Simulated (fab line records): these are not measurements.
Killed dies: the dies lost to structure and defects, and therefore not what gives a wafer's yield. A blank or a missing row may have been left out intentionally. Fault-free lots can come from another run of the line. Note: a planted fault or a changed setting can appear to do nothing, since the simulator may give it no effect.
fab line records ; flow gf180mcu
record: lots: 15; wafers: 43; lastDay: 34
route steps=602 shown LVPWELL@58 V1@350 V2@404 M3@424
lots with no fault: from the same line, run without faults
startH: the number of hours between the record's first day and the start of the first shown wafer of the lot ; waitH: how many hours have passed since the lot's step before this one ; " identical to the entry in the row above ; L1.1+2: a row that stands for several wafers ; - either no value or no given start ; * or withheld: withheld ; < > ~ a bound
route shown NAME@n: NAME is a module with steps in the file, n the number in the route of the first one ; usual: mean/standard deviation of fault-free wafers ; same: alike in all rows ; chamber/n: place in a boat ; sites: readings site by site ; _std_site: the standard deviation of these ; _edge_site: mean of outer sites minus mean of inner sites ; radiusMm: how far each site lies from the wafer's centre ; mask NAME#n: copy n ; behind: tool/chamber where the wafer was last shaped ; hold: why the lot went on hold/how many hours it stayed there/how the hold came to an end ; device: the n, p or np transistor that did not switch ; end of line: the route-end tests of the same wafers ; where a step has no rows: the recipe by itself ; killed: not the wafer's yield, but the dies lost to structure and defects at the first sort ; map: a wafer's dies, marking killed ones x, the rest . and places with no die _
set.NAME: the run value of the setting; set.NAME@STEP: its run value at that earlier step ; model.NAME: the simulator's own value behind a step, which no gauge read
a sample of lots followed through the steps of the route, with each step as a table and each wafer as a row
services: from which hour (startH, from the record's first day; less than 0 if before it) a tool's chamber was out of use, for how many hours, and why
== steps ==
step: GF_LVPWELL_EXPOSE_04
recipe: maskId: LVPWELL; targetCdNm: 600; na: 0.6; sourceShape: conventional; sigmaOuter: 0.6; doseMj: 255.7
usual: exposureDoseMJCm2: 255.73/0.28; focusOffsetNm: 0.0/0.53
lot.wafer;tool;chamber;startH;waitH;mask;exposureDoseMJCm2;focusOffsetNm
L331.1;ilineStepper-01;0;62.11;-;LVPWELL#0;255.87;0.0
L331.5;ilineStepper-01;0;62.11;-;LVPWELL#0;255.20;0.3
L332.2;ilineStepper-01;0;68.30;-;LVPWELL#0;255.40;0.4
L332.3;ilineStepper-01;0;68.30;-;LVPWELL#0;255.91;-0.2
L332.4;ilineStepper-01;0;68.30;-;LVPWELL#0;255.55;-0.7
L333.3;ilineStepper-01;0;73.70;-;LVPWELL#0;256.09;0.6
L333.4;ilineStepper-01;0;73.70;-;LVPWELL#0;256.04;0.5
L333.5;ilineStepper-01;0;73.70;-;LVPWELL#0;256.01;0.7
L335.1;ilineStepper-02;0;86.03;-;LVPWELL#0;255.93;0.4
L335.2;ilineStepper-02;0;86.03;-;LVPWELL#0;256.07;0.7
L335.4;ilineStepper-02;0;86.03;-;LVPWELL#0;256.07;-0.1
L336.1;ilineStepper-02;0;90.41;-;LVPWELL#0;255.15;0.0
L336.4;ilineStepper-02;0;90.41;-;LVPWELL#0;255.67;1.0
L336.5;ilineStepper-02;0;90.41;-;LVPWELL#0;255.52;0.0
L337.1;ilineStepper-02;0;96.66;-;LVPWELL#0;255.02;-0.2
L337.5;ilineStepper-02;0;96.66;-;LVPWELL#0;255.52;0.3
L337.6;ilineStepper-02;0;96.66;-;LVPWELL#0;254.96;0.0
L338.1;ilineStepper-01;0;101.70;-;LVPWELL#0;255.50;-1.7
L338.5;ilineStepper-01;0;101.70;-;LVPWELL#0;255.94;-0.4
L338.6;ilineStepper-01;0;101.70;-;LVPWELL#0;255.90;-0.6
L339.2;ilineStepper-02;0;105.77;-;LVPWELL#0;255.91;-0.5
L339.4;ilineStepper-02;0;105.77;-;LVPWELL#0;256.09;-0.8
L339.5;ilineStepper-02;0;105.77;-;LVPWELL#0;256.06;0.6
L340.1;ilineStepper-01;0;113.30;-;LVPWELL#0;255.58;0.9
L340.2;ilineStepper-01;0;113.30;-;LVPWELL#0;255.44;-0.5
L340.3;ilineStepper-01;0;113.30;-;LVPWELL#0;255.52;0.4
L343.1;ilineStepper-01;0;130.06;-;LVPWELL#0;256.02;0.6
L343.3;ilineStepper-01;0;130.06;-;LVPWELL#0;256.07;-0.7
L343.6;ilineStepper-01;0;130.06;-;LVPWELL#0;255.98;0.1
L348.1;ilineStepper-02;-;156.95;-;LVPWELL#0;-;-
L348.5;ilineStepper-02;-;156.95;-;LVPWELL#0;-;-
L348.6;ilineStepper-02;-;156.95;-;LVPWELL#0;-;-
L349.2;ilineStepper-01;-;163.30;-;LVPWELL#0;-;-
L349.5;ilineStepper-01;-;163.30;-;LVPWELL#0;-;-
L349.6;ilineStepper-01;-;163.30;-;LVPWELL#0;-;-
L350.1;ilineStepper-01;-;168.51;-;LVPWELL#0;-;-
L350.3;ilineStepper-01;-;168.51;-;LVPWELL#0;-;-
L350.5;ilineStepper-01;-;168.51;-;LVPWELL#0;-;-
L351.1;ilineStepper-01;0;172.01;-;LVPWELL#0;255.65;-0.3
L351.4;ilineStepper-01;0;172.01;-;LVPWELL#0;255.55;-0.2
L354.3;ilineStepper-01;0;189.22;-;LVPWELL#0;255.47;-0.1
L354.5;ilineStepper-01;0;189.22;-;LVPWELL#0;255.79;0.3
L354.6;ilineStepper-01;0;189.22;-;LVPWELL#0;255.60;-0.6
step: GF_V1_OVL_MEAS_15
usual: V1_OVL: 1/5.1
lot.wafer;tool;chamber;startH;waitH;V1_OVL[nm]
L331.1;overlay-01;-;411.97;0.1;10
L331.5;overlay-01;-;411.97;0.1;7
L332.2;overlay-02;-;420.53;0.1;-5
L332.3;overlay-02;-;420.53;0.1;3
L332.4;overlay-02;-;420.53;0.1;-2
L333.3;overlay-01;-;433.04;0.1;1
L333.4;overlay-01;-;433.04;0.1;6
L333.5;overlay-01;-;433.04;0.1;7
L335.1;overlay-01;-;446.63;0.1;-2
L335.2;overlay-01;-;446.63;0.1;1
L335.4;overlay-01;-;446.63;0.1;-3
L336.1;overlay-02;-;457.12;0.1;0
L336.4;overlay-02;-;457.12;0.1;-5
L336.5;overlay-02;-;457.12;0.1;-1
L337.1;overlay-01;-;468.77;0.1;2
L337.5;overlay-01;-;468.77;0.1;-3
L337.6;overlay-01;-;468.77;0.1;3
L339.2;overlay-02;-;483.60;0.1;4
L339.4;overlay-02;-;483.60;0.1;5
L339.5;overlay-02;-;483.60;0.1;11
L338.1;overlay-01;-;485.24;0.1;11
L338.5;overlay-01;-;485.24;0.1;-1
L338.6;overlay-01;-;485.24;0.1;3
L340.1;overlay-01;-;492.87;0.1;-12
L340.2;overlay-01;-;492.87;0.1;-1
L340.3;overlay-01;-;492.87;0.1;6
L343.1;overlay-01;-;523.29;0.1;-1
L343.3;overlay-01;-;523.29;0.1;-2
L343.6;overlay-01;-;523.29;0.1;4
L348.1;overlay-02;-;559.13;0.1;-7
L348.5;overlay-02;-;559.13;0.1;-5
L348.6;overlay-02;-;559.13;0.1;-5
L349.2;overlay-01;-;567.03;0.1;7
L349.5;overlay-01;-;567.03;0.1;-2
L349.6;overlay-01;-;567.03;0.1;2
L350.1;overlay-01;-;574.09;0.1;-4
L350.3;overlay-01;-;574.09;0.1;-5
L350.5;overlay-01;-;574.09;0.1;-1
L351.1;overlay-02;-;582.73;0.1;0
L351.4;overlay-02;-;582.73;0.1;1
L354.3;overlay-01;-;602.63;0.1;0
L354.5;overlay-01;-;602.63;0.1;-1
L354.6;overlay-01;-;602.63;0.1;0
step: GF_V2_SPUTTER_22
recipe: material: TiN; targetThkNm: 10; chamberPressurePa: 5; powerW: 4000; timeS: 40
usual: throttleValvePct: 29.5/1.2
lot.wafer;tool;chamber;startH;waitH;throttleValvePct
L331.1;pvdSputter-03;-;463.73;0.0;31.2
L331.5;pvdSputter-03;-;463.73;0.0;28.9
L332.2;pvdSputter-02;-;472.43;0.0;29.7
L332.3;pvdSputter-02;-;472.43;0.0;29.3
L332.4;pvdSputter-02;-;472.43;0.0;29.6
L333.3;pvdSputter-02;-;484.60;0.0;29.7
L333.4;pvdSputter-02;-;484.60;0.0;29.6
L333.5;pvdSputter-02;-;484.60;0.0;29.7
L335.1;pvdSputter-03;-;499.14;0.0;28.9
L335.2;pvdSputter-03;-;499.14;0.0;28.7
L335.4;pvdSputter-03;-;499.14;0.0;29.9
L336.1;pvdSputter-02;-;507.58;0.0;29.7
L336.4;pvdSputter-02;-;507.58;0.0;29.1
L336.5;pvdSputter-02;-;507.58;0.0;29.3
L337.1;pvdSputter-02;-;520.08;0.0;29.6
L337.5;pvdSputter-02;-;520.08;0.0;29.7
L337.6;pvdSputter-02;-;520.08;0.0;29.6
L339.2;pvdSputter-01;-;535.18;0.0;29.5
L339.4;pvdSputter-01;-;535.18;0.0;27.0
L339.5;pvdSputter-01;-;535.18;0.0;31.5
L338.1;pvdSputter-01;-;536.43;0.0;26.9
L338.5;pvdSputter-01;-;536.43;0.0;31.2
L338.6;pvdSputter-01;-;536.43;0.0;27.1
L340.1;pvdSputter-02;-;544.52;0.0;29.5
L340.2;pvdSputter-02;-;544.52;0.0;29.8
L340.3;pvdSputter-02;-;544.52;0.0;28.7
L343.1;pvdSputter-03;-;572.24;0.0;29.8
L343.3;pvdSputter-03;-;572.24;0.0;28.6
L343.6;pvdSputter-03;-;572.24;0.0;29.9
L348.1;pvdSputter-01;-;607.04;0.0;31.7
L348.5;pvdSputter-01;-;607.04;0.0;31.7
L348.6;pvdSputter-01;-;607.04;0.0;26.7
L349.2;pvdSputter-01;-;613.35;0.0;29.4
L349.5;pvdSputter-01;-;613.35;0.0;29.6
L349.6;pvdSputter-01;-;613.35;0.0;30.9
L350.1;pvdSputter-01;-;620.49;0.0;31.2
L350.3;pvdSputter-01;-;620.49;0.0;27.1
L350.5;pvdSputter-01;-;620.49;0.0;29.7
L351.1;pvdSputter-01;-;627.79;0.0;30.8
L351.4;pvdSputter-01;-;627.79;0.0;29.5
L354.3;pvdSputter-01;-;647.37;0.0;30.8
L354.5;pvdSputter-01;-;647.37;0.0;31.2
L354.6;pvdSputter-01;-;647.37;0.0;29.6
step: GF_M3_OVL_MEAS_15
usual: M3_OVL: 4/5.3
lot.wafer;tool;chamber;startH;waitH;M3_OVL[nm]
L331.1;overlay-02;-;489.09;0.1;7
L331.5;overlay-02;-;489.09;0.1;6
L332.2;overlay-01;-;497.78;0.1;-6
L332.3;overlay-01;-;497.78;0.1;3
L332.4;overlay-01;-;497.78;0.1;2
L333.3;overlay-02;-;508.90;0.1;5
L333.4;overlay-02;-;508.90;0.1;-5
L333.5;overlay-02;-;508.90;0.1;13
L335.1;overlay-01;-;524.18;0.1;3
L335.2;overlay-01;-;524.18;0.1;8
L335.4;overlay-01;-;524.18;0.1;8
L336.1;overlay-02;-;532.24;0.1;7
L336.4;overlay-02;-;532.24;0.1;15
L336.5;overlay-02;-;532.24;0.1;7
L337.1;overlay-01;-;544.33;0.1;5
L337.5;overlay-01;-;544.33;0.1;2
L337.6;overlay-01;-;544.33;0.1;-2
L339.2;overlay-02;-;558.18;0.1;2
L339.4;overlay-02;-;558.18;0.1;-2
L339.5;overlay-02;-;558.18;0.1;-3
L338.1;overlay-01;-;559.78;0.1;5
L338.5;overlay-01;-;559.78;0.1;-4
L338.6;overlay-01;-;559.78;0.1;-2
L340.1;overlay-02;-;567.63;0.1;6
L340.2;overlay-02;-;567.63;0.1;-2
L340.3;overlay-02;-;567.63;0.1;8
L343.1;overlay-01;-;594.69;0.1;4
L343.3;overlay-01;-;594.69;0.1;8
L343.6;overlay-01;-;594.69;0.1;15
L348.1;overlay-02;-;629.09;0.1;14
L348.5;overlay-02;-;629.09;0.1;14
L348.6;overlay-02;-;629.09;0.1;6
L349.2;overlay-02;-;634.80;0.1;3
L349.5;overlay-02;-;634.80;0.1;-12
L349.6;overlay-02;-;634.80;0.1;5
L350.1;overlay-01;-;641.44;0.1;2
L350.3;overlay-01;-;641.44;0.1;7
L350.5;overlay-01;-;641.44;0.1;6
L351.1;overlay-01;-;649.09;0.1;0
L351.4;overlay-01;-;649.09;0.1;4
L354.3;overlay-01;-;667.69;0.1;0
L354.5;overlay-01;-;667.69;0.1;4
L354.6;overlay-01;-;667.69;0.1;13
== services ==
tool;chamber;startH;hours;kind
pvdSputter-02;-;41.93;2.5;repair
ilineStepper-02;-;71.21;1.7;pm
ilineStepper-01;-;77.18;1.7;pm
pvdSputter-03;-;160.98;4.8;repair
pvdSputter-01;-;178.89;1.7;repair
ilineStepper-01;-;216.61;4.3;pm
pvdSputter-02;-;223.66;4.0;repair
ilineStepper-02;-;224.93;4.4;pm
pvdSputter-02;-;239.09;2.6;repair
ilineStepper-02;-;246.25;2.0;repair
ilineStepper-02;-;289.35;1.7;pm
ilineStepper-01;-;295.38;1.7;pm
ilineStepper-02;-;349.79;2.1;pm
pvdSputter-01;-;355.02;2.5;repair
pvdSputter-01;-;358.46;1.8;repair
pvdSputter-02;-;401.29;6.6;repair
pvdSputter-01;-;452.93;1.0;repair
ilineStepper-02;-;507.53;1.7;pm
ilineStepper-01;-;513.53;1.7;pm
ilineStepper-02;-;515.19;8.9;pm
ilineStepper-01;-;552.47;0.7;repair
pvdSputter-01;-;578.94;13.9;repair
pvdSputter-02;-;594.97;5.2;repair
pvdSputter-02;-;608.92;2.6;repair
== key ==
firstSign: step: GF_LVPWELL_EXPOSE_04; reading: toolRecord; direction: missing
effect none on later readings
metAt GF_LVPWELL_EXPOSE_04
struckLots L348,L349,L350
sortLeftOut L348.1,L348.5,L348.6,L349.2,L349.5,L349.6,L350.1,L350.3,L350.5
testerLeftOut L348,L349,L350
notActingAt GF_V1_OVL_MEAS_15,GF_V2_SPUTTER_22,GF_M3_OVL_MEAS_15
onsetBetween 130.06 156.95
fault: kind: skippedStepWhole; tool: ilineStepper-01,ilineStepper-02; chamber: -; onsetH: 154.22; steps: GF_LVPWELL_EXPOSE_04; scope: struckLotsOnly
testerLeftOut: of these lots the tester's yield and bins aren't shown, on N5 and GAA mostly nor the transistor test; their killed dies are dies lost to structure and defects alone, not to doping, threshold or leakage, so they don't give the yield
sortLeftOut: the simulated sort isn't trusted on such a fault, so these wafers' sort isn't shown, and their yield isn't known
